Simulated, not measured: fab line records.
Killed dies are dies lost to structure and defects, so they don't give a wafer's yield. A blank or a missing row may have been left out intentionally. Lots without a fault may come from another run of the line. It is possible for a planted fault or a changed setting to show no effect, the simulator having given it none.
A lot that was struck, set against a sound lot / flow sky130 / 15 out of 708 route steps
Sound: these wafers, L837.1, L837.3, L837.4. Wafers L839.1, L839.2, L839.5 were the ones struck. Last of all comes the cause.
Per side, at each step with rows, come the tool, then ch with its chambers, and then its first start. Under that, the readings that differ: sound wafers / struck wafers / difference of the means / sigmas: that difference in standard deviations of wafers without a fault.
alike: readings with means less than 2 such deviations apart, plus words and numbers identical on both sides. not compared: withheld readings, readings lacking a value on some wafer, bounds such as >300 that could conceal the same value, and numbers that have no deviation in the record and whose values overlap.
The two part at a step that has a row with sigmas, a row that says differs or no value, or rows on one side only. Numbers that don't overlap but have no deviation are shown without sigmas and don't part them. A reading that every wafer of one side lacks parts them only if that side has two wafers or more.

first, 8 steps without rows for these wafers: SKY_VIA2_DEHYDRATE_04 (time 60 s); SKY_VIA2_HMDS_05 (prime time 60 s); SKY_VIA2_COAT_06 (resist thk 60 nm); SKY_VIA2_COAT_07 (resist thk 450 nm); SKY_VIA2_SOFTBAKE_08 (time 90 s); SKY_VIA2_EXPOSE_09 (exposes mask VIM2, target cd 200 nm); SKY_VIA2_PEB_10; SKY_VIA2_DEVELOP_11 (develop time 60 s).
SKY_VIA2_CD_MEAS_12: target cd 200 nm.
  sound on cd_sem-02, day 38 05:32; struck on cd_sem-01, day 38 17:44
  alike: cd_nm
SKY_VIA2_OVL_MEAS_13:
  sound on overlay-02, day 38 05:40; struck on overlay-02, day 38 17:52
  alike: VIA2_OVL
SKY_VIA2_ETCH_14: etches BARC in N2/H2, stops on SiO2, time 45.9 s, target depth 60 nm.
  sound on rie_diel-02 ch 0,1,2, day 38 05:41; struck on rie_diel-04 ch 0,1,2, day 38 17:53
  alike: drypump_motor_current_A, oes_product_au, throttle_valve_pct
  not compared: rf_hours_counter_h
SKY_VIA2_ETCH_15: etches SiO2 in C4F8/O2/Ar, stops on TiN, target depth 546 nm, time 84 s.
  sound on rie_diel-02 ch 0,1,2, day 38 05:44; struck on rie_diel-04 ch 0,1,2, day 38 17:56
  alike: oes_product_au
  not compared: rf_hours_counter_h
SKY_VIA2_STRIP_16: strips in O2/N2.
  sound on plasma_asher-01 ch 0,1, day 38 05:48; struck on plasma_asher-02 ch 0,1, day 38 18:00
  no value came back on the struck wafers for any of 5 readings (chamber_pressure_mTorr (mTorr), drypump_motor_current_A (A) and others); on the sound wafers chamber_pressure_mTorr (mTorr) reads 1501.8 1499.3 1501.1
reading=model.KrF-thick_of_VIA2_COAT_07.thk_nm (nm); sound=0 0 0; struck=285.7 283.6 282.8; difference=+284.0; sigmas=
  not compared: rf_hours_counter_h
then, 1 step without rows for these wafers: SKY_VIA2_STRIP_17 (strips in post etch residue remover, time 1200 s).
-- the record jumps here: 9 days lie between the struck wafers' starts before and after (it left off in module VIA2 and takes up again in module PAD_OPEN, whose first step shown is number 708 of the route) --
SKY_PAD_OPEN_PROBE_99:
  sound on prober-02, day 47 04:04; struck on prober-02, day 47 15:35
reading=defect_limited_yield (%); sound=82.9 83.9 80.9; struck=0 0 0; difference=-83; sigmas=-46
reading=killed_at_M0_to_M3; sound=43 47 45; struck=448 447 452; difference=+404; sigmas=+62
reading=killed_at_other; sound=0 0 0; struck=1 2 2; difference=+2; sigmas=+3
reading=killed_dies; sound=84 79 94; struck=492 492 492; difference=+406; sigmas=+46
reading=killed_on_rim; sound=10 9 18; struck=96 96 96; difference=+84; sigmas=+23
reading=sort_bin_5_function (%); sound=10.6 6.9 11.6; struck=93.7 93.7 94.3; difference=+84.2; sigmas=+60
reading=sort_n_pass; sound=408 413 398; struck=0 0 0; difference=-406; sigmas=-46
reading=sort_yield_pct (%); sound=82.9 83.9 80.9; struck=0 0 0; difference=-83; sigmas=-46
  alike: killed_at_M4_up, killed_at_contacts, killed_at_front_end, killed_open, killed_short, sort_bin_3_pad_short, sort_bin_6_memory

## WHERE THEY PART
Earliest at SKY_VIA2_STRIP_16; latest, in this record, at SKY_PAD_OPEN_PROBE_99.

WHY: the cause the simulator had injected
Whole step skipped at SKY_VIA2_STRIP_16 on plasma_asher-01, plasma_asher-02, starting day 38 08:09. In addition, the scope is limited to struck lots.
